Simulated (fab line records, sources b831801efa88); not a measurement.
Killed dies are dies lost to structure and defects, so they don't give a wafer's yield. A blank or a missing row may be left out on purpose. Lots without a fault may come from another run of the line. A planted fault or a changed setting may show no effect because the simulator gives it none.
Which tool did it? | flow sky130 | 12 lots, 36 wafers sampled, at 5 steps of a route of 708

WHAT THE GAUGES READ, wafer by wafer
SKY_LOCAL_INTERCONNECT_RS_MEAS_01: measures by four-point-probe.
lot  | measured     | on            | LOCAL_INTERCONNECT_TIN_RS (ohm/sq)
L240 | day 29 01:04 | film_metro-02 | 14.30 14.31 14.29
L242 | day 29 18:40 | film_metro-02 | 14.01 13.95 13.97
L244 | day 30 03:42 | film_metro-02 | 13.98 14.13 14.04
L243 | day 30 05:09 | film_metro-02 | 14.35 14.26 14.31
L245 | day 30 16:43 | film_metro-04 | 14.26 14.19 14.25
L246 | day 31 05:44 | film_metro-02 | 14.14 14.15 14.06
L247 | day 31 13:14 | film_metro-01 | 14.11 14.17 14.10
L249 | day 32 02:30 | film_metro-02 | 14.15 14.08 14.06
L253 | day 33 10:25 | film_metro-02 | 14.20 14.16 14.27
L256 | day 34 12:54 | film_metro-02 | 14.65 14.56 14.72
L257 | day 34 14:55 | film_metro-01 | 14.56 14.43 14.43
L259 | day 35 14:40 | film_metro-04 | 14.22 14.07 14.13

SKY_METAL2_THK_MEAS_06: measures by xrf.
lot  | measured     | on            | METAL2_ALCU_THK (nm)
L240 | day 33 20:16 | film_metro-01 | 249.1 245.9 248.7
L242 | day 34 12:31 | film_metro-01 | 246.9 249.1 248.6
L244 | day 34 22:20 | film_metro-04 | 246.6 248.5 248.3
L243 | day 34 23:17 | film_metro-01 | 248.8 248.4 249.9
L245 | day 35 09:57 | film_metro-04 | 246.2 248.8 251.1
L246 | day 35 23:01 | film_metro-02 | 249.3 249.5 248.6
L247 | day 36 06:37 | film_metro-01 | 251.1 251.2 251.7
L249 | day 36 20:10 | film_metro-01 | 251.2 248.7 249.7
L253 | day 38 02:29 | film_metro-01 | 250.9 249.8 249.6
L256 | day 39 02:09 | film_metro-04 | 247.4 246.8 245.9
L257 | day 39 05:02 | film_metro-01 | 251.1 247.3 250.6
L259 | day 40 02:38 | film_metro-01 | 248.5 250.8 252.1

WHICH TOOL RAN EACH LOT (tool, then ch and the chambers of the sampled wafers, then the start)
lot  | SKY_LOCAL_INTERCONNECT_SPUTTER_00 | SKY_VIA1_SPUTTER_20          | SKY_VIA1_CVD_21
L240 | pvd_sputter-01, day 29 01:00      | pvd_sputter-02, day 33 19:22 | cvd_w-02 ch 0,1, day 33 19:26
L242 | pvd_sputter-02, day 29 18:37      | pvd_sputter-03, day 34 11:38 | cvd_w-02 ch 0,1, day 34 11:41
L244 | pvd_sputter-04, day 30 03:37      | pvd_sputter-02, day 34 21:25 | cvd_w-01 ch 0, day 34 21:29
L243 | pvd_sputter-01, day 30 05:05      | pvd_sputter-04, day 34 22:23 | cvd_w-02 ch 0,1, day 34 22:27
L245 | pvd_sputter-01, day 30 16:38      | pvd_sputter-04, day 35 09:02 | cvd_w-01 ch 0,1, day 35 09:07
L246 | pvd_sputter-04, day 31 05:40      | pvd_sputter-03, day 35 22:07 | cvd_w-02 ch 0,1, day 35 22:11
L247 | pvd_sputter-04, day 31 13:07      | pvd_sputter-03, day 36 05:41 | cvd_w-01 ch 0,1, day 36 05:47
L249 | pvd_sputter-01, day 32 02:26      | pvd_sputter-04, day 36 19:16 | cvd_w-01 ch 0,1, day 36 19:20
L253 | pvd_sputter-01, day 33 10:22      | pvd_sputter-03, day 38 01:35 | cvd_w-01 ch 0,1, day 38 01:39
L256 | pvd_sputter-01, day 34 12:48      | pvd_sputter-04, day 39 01:14 | cvd_w-01 ch 0,1, day 39 01:20
L257 | pvd_sputter-01, day 34 14:50      | pvd_sputter-04, day 39 04:08 | cvd_w-01 ch 0,1, day 39 04:11
L259 | pvd_sputter-04, day 35 14:34      | pvd_sputter-04, day 40 01:44 | cvd_w-01 ch 0,1, day 40 01:47
- SKY_LOCAL_INTERCONNECT_SPUTTER_00: material TiN, target thk 100 nm, time 83.3 s.
- SKY_VIA1_SPUTTER_20: material TiN, target thk 20 nm, time 80 s.
- SKY_VIA1_CVD_21: deposits W, target thk 270 nm, time 80.902 s.

WHAT THE TOOLS THEMSELVES READ (means of the sampled wafers that have a number; where no wafer has one, the mark that the record gives instead)
SKY_LOCAL_INTERCONNECT_SPUTTER_00.
lot  | tool           | cathode_dc_power_W (W) | chamber_pressure_pa (Pa) | throttle_valve_pct (%)
L240 | pvd_sputter-01 | 6501.0                 | 0.3995                   | 31.1
L242 | pvd_sputter-02 | 6500.0                 | 0.3999                   | 29.9
L244 | pvd_sputter-04 | 6500.6                 | 0.3994                   | 30.4
L243 | pvd_sputter-01 | 6500.6                 | 0.4012                   | 29.8
L245 | pvd_sputter-01 | 6499.9                 | 0.3995                   | 29.4
L246 | pvd_sputter-04 | 6501.2                 | 0.3997                   | 28.6
L247 | pvd_sputter-04 | 6500.2                 | 0.3997                   | 30.3
L249 | pvd_sputter-01 | 6500.7                 | 0.3990                   | 31.1
L253 | pvd_sputter-01 | 6501.5                 | 0.3990                   | 29.2
L256 | pvd_sputter-01 | 6499.8                 | 0.4704                   | 27.2
L257 | pvd_sputter-01 | 6501.2                 | 0.4697                   | 28.6
L259 | pvd_sputter-04 | 6498.8                 | 0.4002                   | 30.3

SKY_VIA1_SPUTTER_20.
lot  | tool           | cathode_dc_power_W (W) | chamber_pressure_pa (Pa) | throttle_valve_pct (%)
L240 | pvd_sputter-02 | 3999.8                 | 4.995                    | 30.2
L242 | pvd_sputter-03 | 3999.4                 | 5.010                    | 29.9
L244 | pvd_sputter-02 | 3999.4                 | 4.989                    | 30.4
L243 | pvd_sputter-04 | 4000.3                 | 4.997                    | 30.8
L245 | pvd_sputter-04 | 4000.5                 | 4.991                    | 30.4
L246 | pvd_sputter-03 | 3999.9                 | 5.000                    | 29.8
L247 | pvd_sputter-03 | 4000.6                 | 4.991                    | 29.7
L249 | pvd_sputter-04 | 4000.0                 | 4.993                    | 29.6
L253 | pvd_sputter-03 | 3999.8                 | 5.001                    | 29.3
L256 | pvd_sputter-04 | 4000.4                 | 4.997                    | 29.3
L257 | pvd_sputter-04 | 4000.1                 | 5.005                    | 30.3
L259 | pvd_sputter-04 | 3999.9                 | 4.999                    | 29.7

SKY_VIA1_CVD_21.
lot  | tool     | heater_power_w (W)
L240 | cvd_w-02 | 837
L242 | cvd_w-02 | 864
L244 | cvd_w-01 | 698
L243 | cvd_w-02 | 846
L245 | cvd_w-01 | 748
L246 | cvd_w-02 | 858
L247 | cvd_w-01 | 747
L249 | cvd_w-01 | 748
L253 | cvd_w-01 | 753
L256 | cvd_w-01 | 745
L257 | cvd_w-01 | 726
L259 | cvd_w-01 | 735

THE ANSWER, worked out from the rows above alone
Rule: what is usual is taken from the lots themselves. Put in order of their means at a reading, lots are off if they are a third of the lots or fewer, leave a main group of 4 or more, and stand apart from it by a gap of 3 or more times the standard deviation of the main group's means; of several such gaps the widest counts. A main group whose means are all the same, to the digits that the tables above print for the reading, isn't used. A lot without any number at a reading at which 4 lots or more have one is off too. The other lots that the step has rows for count as sound. The gauges are gone through in route order, then the tools' own readings, and for those a lot's mean is taken as printed above. The first step at which some lot is off is used, and at that step the reading that is off furthest; a lot without a number counts as furthest.
Off: L256, L257, at SKY_LOCAL_INTERCONNECT_SPUTTER_00 (chamber_pressure_pa). The main group: mean 0.3997 Pa, standard deviation 0.00061.
A tool fits if, at that step or a process step before it, it ran every lot that is off, and no sound lot after the first of them. One fits: pvd_sputter-01 at SKY_LOCAL_INTERCONNECT_SPUTTER_00. Its last sound lot is L253 (day 33 10:22), its first lot that is off L256 (day 34 12:48): a fault that began between those two fits.
The tool's own readings at SKY_LOCAL_INTERCONNECT_SPUTTER_00 bear it out: on the lots that are off they differ by more than 5 times the standard deviation of the sound lots' means. chamber_pressure_pa reads 0.4700 Pa there against 0.3997 Pa on the sound lots.

WHAT THE SIMULATOR HAD PUT IN
Process parameter drift: pvd_sputter-01, from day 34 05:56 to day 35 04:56, at SKY_LOCAL_INTERCONNECT_SPUTTER_00. Setting chamber_pressure_pa, moved by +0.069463, from 0.4. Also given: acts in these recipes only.
Lots struck among those shown: L256, L257. The rule above found the same.
